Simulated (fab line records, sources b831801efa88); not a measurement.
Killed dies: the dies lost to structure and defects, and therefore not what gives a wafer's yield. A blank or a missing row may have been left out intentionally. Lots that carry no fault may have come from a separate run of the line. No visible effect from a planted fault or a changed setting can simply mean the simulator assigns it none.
Matching of chambers ; flow gf180mcu ; 3 sister chambers for GF_PASSIVATION_CVD_02 on pecvd-04
The step deposits Si3N4, target thk 700 nm, time 486.18 s. 3 wafers are shown with their chamber, then 9 later ones without.

== EACH WAFER AND ITS CHAMBER ==
wafer;chamber;heater power w (W)
L088.4;1;639
L088.5;2;820
L088.6;0;747

== WAFERS WITH NO CHAMBER GIVEN ==
wafer;heater power w (W)
L089.1;703
L089.2;606
L089.3;746
L089.4;664
L089.5;793
L089.6;731
L094.2;693
L094.5;726
L094.6;728

== WHICH CHAMBER EACH ONE RAN IN ==
wafer;from the rows above;in truth
L089.1;can't be placed: 0 or 1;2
L089.2;1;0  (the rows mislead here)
L089.3;0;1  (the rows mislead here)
L089.4;can't be placed: 1 or 0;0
L089.5;can't be placed: 2 or 0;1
L089.6;0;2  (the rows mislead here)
L094.2;can't be placed: 0 or 1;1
L094.5;0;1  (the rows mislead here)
L094.6;0;0
1 of 9 placed correctly. Can't be placed from these rows: 4 (the true chamber is among the candidates in 2). 4 placed wrongly.
How it was worked out, from the rows above alone: a wafer's distance from a chamber is the root of the sum, over the readings, of the square of ((its reading less the chamber's mean) divided by the reading's scatter). The wafer belongs to the nearest chamber; if the next one is less than 2 further off, it can't be placed. A chamber's mean is the mean of its shown wafers. The scatter (one wafer shown for each chamber): square how far every hidden wafer sits from the nearest shown wafer, average those squares and take the square root.
